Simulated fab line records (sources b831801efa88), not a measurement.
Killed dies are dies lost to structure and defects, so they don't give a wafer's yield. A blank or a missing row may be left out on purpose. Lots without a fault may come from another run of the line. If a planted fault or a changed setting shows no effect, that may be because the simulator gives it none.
fab line records + flow sky130
record:
- lots: 13
- wafers: 39
- lastDay: 50
route steps=708 shown SONOS_TUNNEL@162 POLY_GATE@228 LDD_HVN@271 LDD_LDN@296
lots with no fault: from the same line, run without faults
startH: hours from the record's opening day to when the first of the lot's shown wafers began + waitH: hours from the lot's prior step to this one + " repeats the value in the row above + L1.1+2: several wafers, shown together as one row + - either no value or no given start + * or withheld: withheld + < > ~ a bound
route shown NAME@n: NAME is a module with steps in the file, n the number in the route of the first one + usual: mean/standard deviation of fault-free wafers + same: alike in all rows + chamber/n: place in a boat + sites: the reading at each site + _std_site: how widely they spread, as a standard deviation + _edge_site: outer sites' mean less inner sites' + radiusMm: how far each site lies from the wafer's centre + mask NAME#n: copy n + behind: the last tool/chamber to shape the wafer + hold: why the lot was held/for how many hours/how that ended + device: names the non-switching transistor (n, p or np) + end of line: at the end of the route, the tests of the same wafers + a step given without rows: its recipe and nothing more + killed: dies that structure and defects cost at the first sort, which is not the same as the wafer's yield + map: per-die view of a wafer (x killed, . not killed, _ where there is no die)
set.NAME: the setting that was run; set.NAME@STEP: the one run at that earlier step + model.NAME: the simulator's own value behind a step, which no gauge read
the route's steps for a sample of lots (tables are steps, rows are wafers)
services: when a tool's chamber went out of use (startH, in hours from the record's first day, below 0 if earlier), for how many hours, and the reason
== steps ==
step: SKY_SONOS_TUNNEL_OVL_MEAS_08
usual:
- SONOS_TUNNEL_OVL: 0.4/1.2
| lot.wafer | tool       | chamber | startH | waitH | SONOS_TUNNEL_OVL[nm] |
|-----------|------------|---------|--------|-------|----------------------|
| L422.3    | overlay-01 | -       | 249.46 | 0.1   | -0.1                 |
| L422.4    | "          | -       | "      | "     | -0.8                 |
| L422.6    | "          | -       | "      | "     | -2.3                 |
| L423.2    | overlay-01 | -       | 258.47 | 0.1   | 0.9                  |
| L423.4    | "          | -       | "      | "     | -1.1                 |
| L423.5    | "          | -       | "      | "     | 0.6                  |
| L425.1    | overlay-02 | -       | 272.31 | 0.1   | 1.7                  |
| L425.4    | "          | -       | "      | "     | 1.0                  |
| L425.6    | "          | -       | "      | "     | 0.5                  |
| L426.1    | overlay-02 | -       | 281.87 | 0.1   | 3.3                  |
| L426.3    | "          | -       | "      | "     | 1.7                  |
| L426.4    | "          | -       | "      | "     | -0.3                 |
| L427.1    | overlay-01 | -       | 292.11 | 0.1   | 1.8                  |
| L427.5    | "          | -       | "      | "     | 0.8                  |
| L427.6    | "          | -       | "      | "     | 0.8                  |
| L428.2    | overlay-02 | -       | 299.02 | 0.1   | -0.2                 |
| L428.3    | "          | -       | "      | "     | 0.8                  |
| L428.5    | "          | -       | "      | "     | 0.8                  |
| L430.3    | overlay-01 | -       | 312.81 | 0.1   | -1.9                 |
| L430.4    | "          | -       | "      | "     | 0.9                  |
| L430.6    | "          | -       | "      | "     | -0.3                 |
| L432.2    | overlay-02 | -       | 334.00 | 0.1   | 0.6                  |
| L432.3    | "          | -       | "      | "     | -0.5                 |
| L432.6    | "          | -       | "      | "     | 2.1                  |
| L433.1    | overlay-02 | -       | 338.61 | 0.1   | 1.9                  |
| L433.5    | "          | -       | "      | "     | 0.5                  |
| L433.6    | "          | -       | "      | "     | 1.7                  |
| L435.2    | overlay-02 | -       | 351.30 | 0.1   | 0.0                  |
| L435.3    | "          | -       | "      | "     | 2.1                  |
| L435.6    | "          | -       | "      | "     | 1.2                  |
| L442.1    | overlay-02 | -       | 412.40 | 0.1   | 2.5                  |
| L442.3    | "          | -       | "      | "     | 2.9                  |
| L442.6    | "          | -       | "      | "     | 1.0                  |
| L443.1    | overlay-02 | -       | 412.61 | 0.1   | 0.8                  |
| L443.4    | "          | -       | "      | "     | 0.0                  |
| L443.6    | "          | -       | "      | "     | 0.5                  |
| L445.2    | overlay-02 | -       | 427.55 | 0.1   | 1.9                  |
| L445.5    | "          | -       | "      | "     | 0.6                  |
| L445.6    | "          | -       | "      | "     | 0.7                  |
step: SKY_POLY_GATE_OVL_MEAS_14
usual:
- POLY_GATE_OVL: -2/6
| lot.wafer | tool       | chamber | startH | waitH | POLY_GATE_OVL[nm] |
|-----------|------------|---------|--------|-------|-------------------|
| L422.3    | overlay-02 | -       | 365.12 | 0.1   | 0                 |
| L422.4    | "          | -       | "      | "     | 8                 |
| L422.6    | "          | -       | "      | "     | 7                 |
| L423.2    | overlay-01 | -       | 376.20 | 0.1   | -3                |
| L423.4    | "          | -       | "      | "     | 2                 |
| L423.5    | "          | -       | "      | "     | -4                |
| L425.1    | overlay-01 | -       | 394.31 | 0.1   | -7                |
| L425.4    | "          | -       | "      | "     | 4                 |
| L425.6    | "          | -       | "      | "     | 6                 |
| L426.1    | overlay-02 | -       | 406.71 | 0.1   | 5                 |
| L426.3    | "          | -       | "      | "     | 5                 |
| L426.4    | "          | -       | "      | "     | 0                 |
| L427.1    | overlay-02 | -       | 415.92 | 0.1   | 1                 |
| L427.5    | "          | -       | "      | "     | 3                 |
| L427.6    | "          | -       | "      | "     | 5                 |
| L428.2    | overlay-01 | -       | 419.32 | 0.1   | 3                 |
| L428.3    | "          | -       | "      | "     | -13               |
| L428.5    | "          | -       | "      | "     | -10               |
| L430.3    | overlay-02 | -       | 441.57 | 0.1   | 0                 |
| L430.4    | "          | -       | "      | "     | -7                |
| L430.6    | "          | -       | "      | "     | -3                |
| L432.2    | overlay-02 | -       | 466.72 | 0.1   | 10                |
| L432.3    | "          | -       | "      | "     | 4                 |
| L432.6    | "          | -       | "      | "     | 6                 |
| L433.1    | overlay-01 | -       | 470.80 | 0.1   | -5                |
| L433.5    | "          | -       | "      | "     | -14               |
| L433.6    | "          | -       | "      | "     | 4                 |
| L435.2    | overlay-02 | -       | 484.77 | 0.1   | -10               |
| L435.3    | "          | -       | "      | "     | -6                |
| L435.6    | "          | -       | "      | "     | -14               |
| L442.1    | overlay-01 | -       | 544.71 | 0.1   | 2                 |
| L442.3    | "          | -       | "      | "     | -5                |
| L442.6    | "          | -       | "      | "     | 1                 |
| L443.1    | overlay-02 | -       | 547.15 | 0.1   | 1                 |
| L443.4    | "          | -       | "      | "     | -4                |
| L443.6    | "          | -       | "      | "     | 1                 |
| L445.2    | overlay-01 | -       | 560.45 | 0.1   | -4                |
| L445.5    | "          | -       | "      | "     | -1                |
| L445.6    | "          | -       | "      | "     | -3                |
step: SKY_LDD_HVN_EXPOSE_04
recipe:
- maskId: HVNTM
- na: 0.6
- sourceShape: conventional
- sigmaOuter: 0.6
- polarization: unpolarized
- targetCdNm: 700
- doseMj: 127
usual:
- stageVelMmS: 499.97/0.25
| lot.wafer | tool            | chamber | startH | waitH | mask    | stageVelMmS |
|-----------|-----------------|---------|--------|-------|---------|-------------|
| L422.3    | ilineStepper-02 | 0       | 442.45 | -     | HVNTM#0 | 499.91      |
| L422.4    | "               | 0       | "      | "     | HVNTM#0 | 500.00      |
| L422.6    | "               | 0       | "      | "     | HVNTM#0 | 499.60      |
| L423.2    | ilineStepper-02 | 0       | 457.01 | -     | HVNTM#0 | 499.98      |
| L423.4    | "               | 0       | "      | "     | HVNTM#0 | 499.91      |
| L423.5    | "               | 0       | "      | "     | HVNTM#0 | 500.11      |
| L425.1    | ilineStepper-02 | 0       | 473.80 | -     | HVNTM#0 | 499.82      |
| L425.4    | "               | 0       | "      | "     | HVNTM#0 | 499.92      |
| L425.6    | "               | 0       | "      | "     | HVNTM#0 | 500.53      |
| L426.1    | ilineStepper-01 | 0       | 487.43 | -     | HVNTM#0 | 499.98      |
| L426.3    | "               | 0       | "      | "     | HVNTM#0 | 500.14      |
| L426.4    | "               | 0       | "      | "     | HVNTM#0 | 500.26      |
| L427.1    | ilineStepper-01 | 0       | 497.34 | -     | HVNTM#0 | 500.20      |
| L427.5    | "               | 0       | "      | "     | HVNTM#0 | 499.97      |
| L427.6    | "               | 0       | "      | "     | HVNTM#0 | 500.21      |
| L428.2    | ilineStepper-01 | 0       | 500.77 | -     | HVNTM#0 | 499.46      |
| L428.3    | "               | 0       | "      | "     | HVNTM#0 | 499.82      |
| L428.5    | "               | 0       | "      | "     | HVNTM#0 | 500.10      |
| L430.3    | ilineStepper-01 | 0       | 521.92 | -     | HVNTM#0 | 499.60      |
| L430.4    | "               | 0       | "      | "     | HVNTM#0 | 500.39      |
| L430.6    | "               | 0       | "      | "     | HVNTM#0 | 499.83      |
| L432.2    | ilineStepper-01 | 0       | 548.25 | -     | HVNTM#0 | 500.00      |
| L432.3    | "               | 0       | "      | "     | HVNTM#0 | 500.11      |
| L432.6    | "               | 0       | "      | "     | HVNTM#0 | 499.91      |
| L433.1    | ilineStepper-01 | 0       | 550.58 | -     | LDNTM#0 | 499.67      |
| L433.5    | "               | 0       | "      | "     | LDNTM#0 | 499.71      |
| L433.6    | "               | 0       | "      | "     | LDNTM#0 | 499.69      |
| L435.2    | ilineStepper-01 | 0       | 563.74 | -     | HVNTM#0 | 499.49      |
| L435.3    | "               | 0       | "      | "     | HVNTM#0 | 499.59      |
| L435.6    | "               | 0       | "      | "     | HVNTM#0 | 499.84      |
| L442.1    | ilineStepper-01 | 0       | 623.13 | -     | HVNTM#0 | 500.26      |
| L442.3    | "               | 0       | "      | "     | HVNTM#0 | 500.15      |
| L442.6    | "               | 0       | "      | "     | HVNTM#0 | 499.83      |
| L443.1    | ilineStepper-01 | 0       | 624.38 | -     | HVNTM#0 | 500.28      |
| L443.4    | "               | 0       | "      | "     | HVNTM#0 | 500.20      |
| L443.6    | "               | 0       | "      | "     | HVNTM#0 | 500.18      |
| L445.2    | ilineStepper-01 | 0       | 636.62 | -     | HVNTM#0 | 499.40      |
| L445.5    | "               | 0       | "      | "     | HVNTM#0 | 499.57      |
| L445.6    | "               | 0       | "      | "     | HVNTM#0 | 499.77      |
step: SKY_LDD_HVN_OVL_MEAS_07
usual:
- LDD_HVN_OVL: -2.4/1.2
| lot.wafer | tool       | chamber | startH | waitH | LDD_HVN_OVL[nm] |
|-----------|------------|---------|--------|-------|-----------------|
| L422.3    | overlay-02 | -       | 457.30 | 0.1   | -4.4            |
| L422.4    | "          | -       | "      | "     | -5.7            |
| L422.6    | "          | -       | "      | "     | -4.7            |
| L423.2    | overlay-01 | -       | 472.25 | 0.1   | -2.2            |
| L423.4    | "          | -       | "      | "     | -1.7            |
| L423.5    | "          | -       | "      | "     | -1.6            |
| L425.1    | overlay-02 | -       | 488.30 | 0.1   | -1.7            |
| L425.4    | "          | -       | "      | "     | -2.9            |
| L425.6    | "          | -       | "      | "     | -1.2            |
| L426.1    | overlay-02 | -       | 503.09 | 0.1   | -3.9            |
| L426.3    | "          | -       | "      | "     | -2.6            |
| L426.4    | "          | -       | "      | "     | -2.4            |
| L427.1    | overlay-02 | -       | 512.05 | 0.1   | -1.6            |
| L427.5    | "          | -       | "      | "     | -0.6            |
| L427.6    | "          | -       | "      | "     | -0.1            |
| L428.2    | overlay-02 | -       | 515.30 | 0.1   | -4.4            |
| L428.3    | "          | -       | "      | "     | -3.7            |
| L428.5    | "          | -       | "      | "     | -3.8            |
| L430.3    | overlay-01 | -       | 537.16 | 0.1   | -3.0            |
| L430.4    | "          | -       | "      | "     | -1.7            |
| L430.6    | "          | -       | "      | "     | -0.6            |
| L432.2    | overlay-02 | -       | 562.86 | 0.1   | -1.9            |
| L432.3    | "          | -       | "      | "     | -1.0            |
| L432.6    | "          | -       | "      | "     | -0.1            |
| L433.1    | overlay-01 | -       | 565.44 | 0.1   | -               |
| L433.5    | "          | -       | "      | "     | -               |
| L433.6    | "          | -       | "      | "     | -               |
| L435.2    | overlay-02 | -       | 577.90 | 0.1   | -2.5            |
| L435.3    | "          | -       | "      | "     | -3.6            |
| L435.6    | "          | -       | "      | "     | -2.9            |
| L442.1    | overlay-02 | -       | 637.29 | 0.1   | -2.0            |
| L442.3    | "          | -       | "      | "     | -2.3            |
| L442.6    | "          | -       | "      | "     | -4.4            |
| L443.1    | overlay-01 | -       | 638.75 | 0.1   | -2.2            |
| L443.4    | "          | -       | "      | "     | -3.3            |
| L443.6    | "          | -       | "      | "     | -3.2            |
| L445.2    | overlay-01 | -       | 650.93 | 0.1   | -1.7            |
| L445.5    | "          | -       | "      | "     | -0.9            |
| L445.6    | "          | -       | "      | "     | -1.3            |
step: SKY_LDD_HVN_TW_MEAS_10
usual:
- LDD_HVN_TW: 1432/12
| lot.wafer | tool         | chamber | startH | waitH | LDD_HVN_TW |
|-----------|--------------|---------|--------|-------|------------|
| L422.3    | filmMetro-02 | -       | 457.60 | 0.1   | 1441       |
| L422.4    | "            | -       | "      | "     | 1440       |
| L422.6    | "            | -       | "      | "     | 1444       |
| L423.2    | filmMetro-04 | -       | 472.54 | 0.1   | 1419       |
| L423.4    | "            | -       | "      | "     | 1420       |
| L423.5    | "            | -       | "      | "     | 1419       |
| L425.1    | filmMetro-04 | -       | 488.59 | 0.1   | 1437       |
| L425.4    | "            | -       | "      | "     | 1426       |
| L425.6    | "            | -       | "      | "     | 1435       |
| L426.1    | filmMetro-04 | -       | 503.38 | 0.1   | 1435       |
| L426.3    | "            | -       | "      | "     | 1435       |
| L426.4    | "            | -       | "      | "     | 1436       |
| L427.1    | filmMetro-03 | -       | 512.34 | 0.1   | 1447       |
| L427.5    | "            | -       | "      | "     | 1446       |
| L427.6    | "            | -       | "      | "     | 1440       |
| L428.2    | filmMetro-04 | -       | 515.59 | 0.1   | 1413       |
| L428.3    | "            | -       | "      | "     | 1418       |
| L428.5    | "            | -       | "      | "     | 1422       |
| L430.3    | filmMetro-03 | -       | 537.46 | 0.1   | 1441       |
| L430.4    | "            | -       | "      | "     | 1446       |
| L430.6    | "            | -       | "      | "     | 1444       |
| L432.2    | filmMetro-03 | -       | 563.15 | 0.1   | 1461       |
| L432.3    | "            | -       | "      | "     | 1457       |
| L432.6    | "            | -       | "      | "     | 1463       |
| L433.1    | filmMetro-02 | -       | 565.73 | 0.1   | 30         |
| L433.5    | "            | -       | "      | "     | 30         |
| L433.6    | "            | -       | "      | "     | 30         |
| L435.2    | filmMetro-02 | -       | 578.19 | 0.1   | 1431       |
| L435.3    | "            | -       | "      | "     | 1442       |
| L435.6    | "            | -       | "      | "     | 1426       |
| L442.1    | filmMetro-02 | -       | 637.58 | 0.1   | 1432       |
| L442.3    | "            | -       | "      | "     | 1427       |
| L442.6    | "            | -       | "      | "     | 1433       |
| L443.1    | filmMetro-02 | -       | 639.04 | 0.1   | 1429       |
| L443.4    | "            | -       | "      | "     | 1434       |
| L443.6    | "            | -       | "      | "     | 1436       |
| L445.2    | filmMetro-03 | -       | 651.22 | 0.1   | 1437       |
| L445.5    | "            | -       | "      | "     | 1450       |
| L445.6    | "            | -       | "      | "     | 1449       |
step: SKY_LDD_LDN_OVL_MEAS_07
usual:
- LDD_LDN_OVL: -1.9/1.3
| lot.wafer | tool       | chamber | startH | waitH | LDD_LDN_OVL[nm] |
|-----------|------------|---------|--------|-------|-----------------|
| L422.3    | overlay-02 | -       | 519.11 | 0.1   | -0.4            |
| L422.4    | "          | -       | "      | "     | -1.4            |
| L422.6    | "          | -       | "      | "     | -1.6            |
| L423.2    | overlay-01 | -       | 534.00 | 0.1   | -3.7            |
| L423.4    | "          | -       | "      | "     | -2.8            |
| L423.5    | "          | -       | "      | "     | -3.0            |
| L425.1    | overlay-02 | -       | 549.25 | 0.1   | -2.5            |
| L425.4    | "          | -       | "      | "     | -0.7            |
| L425.6    | "          | -       | "      | "     | 0.4             |
| L426.1    | overlay-02 | -       | 564.05 | 0.1   | -2.7            |
| L426.3    | "          | -       | "      | "     | -2.2            |
| L426.4    | "          | -       | "      | "     | -4.7            |
| L427.1    | overlay-02 | -       | 572.64 | 0.1   | -3.0            |
| L427.5    | "          | -       | "      | "     | -2.8            |
| L427.6    | "          | -       | "      | "     | -2.0            |
| L428.2    | overlay-02 | -       | 574.81 | 0.1   | 0.7             |
| L428.3    | "          | -       | "      | "     | -0.8            |
| L428.5    | "          | -       | "      | "     | 1.1             |
| L430.3    | overlay-02 | -       | 597.26 | 0.1   | -3.3            |
| L430.4    | "          | -       | "      | "     | -1.9            |
| L430.6    | "          | -       | "      | "     | -2.3            |
| L432.2    | overlay-01 | -       | 621.60 | 0.1   | -0.1            |
| L432.3    | "          | -       | "      | "     | -1.7            |
| L432.6    | "          | -       | "      | "     | 1.1             |
| L433.1    | overlay-01 | -       | 624.25 | 0.1   | -2.3            |
| L433.5    | "          | -       | "      | "     | -0.3            |
| L433.6    | "          | -       | "      | "     | -2.2            |
| L435.2    | overlay-01 | -       | 636.65 | 0.1   | -2.3            |
| L435.3    | "          | -       | "      | "     | -1.3            |
| L435.6    | "          | -       | "      | "     | -3.4            |
| L442.1    | overlay-01 | -       | 694.04 | 0.1   | -1.7            |
| L442.3    | "          | -       | "      | "     | -3.9            |
| L442.6    | "          | -       | "      | "     | -2.9            |
| L443.1    | overlay-02 | -       | 694.90 | 0.1   | -0.8            |
| L443.4    | "          | -       | "      | "     | -0.3            |
| L443.6    | "          | -       | "      | "     | -1.6            |
| L445.2    | overlay-01 | -       | 707.50 | 0.1   | -2.5            |
| L445.5    | "          | -       | "      | "     | -4.7            |
| L445.6    | "          | -       | "      | "     | -4.5            |
step: SKY_LDD_LDN_TW_MEAS_13
usual:
- LDD_LDN_TW: 1493/16
| lot.wafer | tool         | chamber | startH | waitH | LDD_LDN_TW |
|-----------|--------------|---------|--------|-------|------------|
| L422.3    | filmMetro-02 | -       | 519.86 | 0.1   | 1487       |
| L422.4    | "            | -       | "      | "     | 1486       |
| L422.6    | "            | -       | "      | "     | 1485       |
| L423.2    | filmMetro-03 | -       | 534.74 | 0.1   | 1484       |
| L423.4    | "            | -       | "      | "     | 1481       |
| L423.5    | "            | -       | "      | "     | 1488       |
| L425.1    | filmMetro-03 | -       | 549.99 | 0.1   | 1484       |
| L425.4    | "            | -       | "      | "     | 1486       |
| L425.6    | "            | -       | "      | "     | 1487       |
| L426.1    | filmMetro-01 | -       | 564.79 | 0.1   | 1523       |
| L426.3    | "            | -       | "      | "     | 1521       |
| L426.4    | "            | -       | "      | "     | 1512       |
| L427.1    | filmMetro-03 | -       | 573.38 | 0.1   | 1501       |
| L427.5    | "            | -       | "      | "     | 1504       |
| L427.6    | "            | -       | "      | "     | 1504       |
| L428.2    | filmMetro-01 | -       | 575.55 | 0.1   | 1514       |
| L428.3    | "            | -       | "      | "     | 1528       |
| L428.5    | "            | -       | "      | "     | 1515       |
| L430.3    | filmMetro-03 | -       | 598.00 | 0.1   | 1498       |
| L430.4    | "            | -       | "      | "     | 1496       |
| L430.6    | "            | -       | "      | "     | 1496       |
| L432.2    | filmMetro-02 | -       | 622.34 | 0.1   | 1468       |
| L432.3    | "            | -       | "      | "     | 1466       |
| L432.6    | "            | -       | "      | "     | 1463       |
| L433.1    | filmMetro-01 | -       | 624.99 | 0.1   | 1853       |
| L433.5    | "            | -       | "      | "     | 1848       |
| L433.6    | "            | -       | "      | "     | 1848       |
| L435.2    | filmMetro-03 | -       | 637.39 | 0.1   | 1490       |
| L435.3    | "            | -       | "      | "     | 1480       |
| L435.6    | "            | -       | "      | "     | 1490       |
| L442.1    | filmMetro-03 | -       | 694.78 | 0.1   | 1499       |
| L442.3    | "            | -       | "      | "     | 1486       |
| L442.6    | "            | -       | "      | "     | 1497       |
| L443.1    | filmMetro-03 | -       | 695.64 | 0.1   | 1490       |
| L443.4    | "            | -       | "      | "     | 1489       |
| L443.6    | "            | -       | "      | "     | 1494       |
| L445.2    | filmMetro-02 | -       | 708.24 | 0.1   | 1478       |
| L445.5    | "            | -       | "      | "     | 1471       |
| L445.6    | "            | -       | "      | "     | 1466       |
== services ==
| tool            | chamber | startH | hours | kind        |
|-----------------|---------|--------|-------|-------------|
| ilineStepper-02 | 0       | 473.62 | -     | calibration |
| ilineStepper-02 | -       | 481.44 | 20.1  | repair      |
| ilineStepper-01 | 0       | 483.37 | -     | calibration |
| ilineStepper-02 | -       | 484.56 | 10.3  | repair      |
| ilineStepper-01 | -       | 506.53 | 1.7   | pm          |
| ilineStepper-02 | -       | 605.23 | 1.7   | pm          |
== key ==
firstSign:
- step: SKY_LDD_HVN_EXPOSE_04
- reading: mask
- direction: changed
effect:
- step: SKY_LDD_HVN_OVL_MEAS_07
- reading: LDD_HVN_OVL
- direction: missing
effect:
- step: SKY_LDD_HVN_TW_MEAS_10
- reading: LDD_HVN_TW
- direction: down
- sigmas: 99+
- usual: 1432
- struck: 30
effect:
- step: SKY_LDD_LDN_TW_MEAS_13
- reading: LDD_LDN_TW
- direction: up
- sigmas: 22
- usual: 1493
- struck: 1849
metAt SKY_LDD_HVN_EXPOSE_04
struckLots L433
sortLeftOut L433.1,L433.5,L433.6
testerLeftOut L433
notActingAt SKY_SONOS_TUNNEL_OVL_MEAS_08,SKY_POLY_GATE_OVL_MEAS_14,SKY_LDD_LDN_OVL_MEAS_07
onsetBetween 548.25 550.58
fault:
- kind: wrongMask
- tool: any
- chamber: -
- onsetH: 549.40
- steps: SKY_LDD_HVN_EXPOSE_04
- auxCopy: LDNTM#0
- scope: struckLotsOnly
testerLeftOut: of these lots the tester's yield and bins aren't shown, on N5 and GAA mostly nor the transistor test; their killed dies are dies lost to structure and defects alone, not to doping, threshold or leakage, so they don't give the yield
sortLeftOut: the simulated sort isn't trusted on such a fault, so these wafers' sort isn't shown, and their yield isn't known
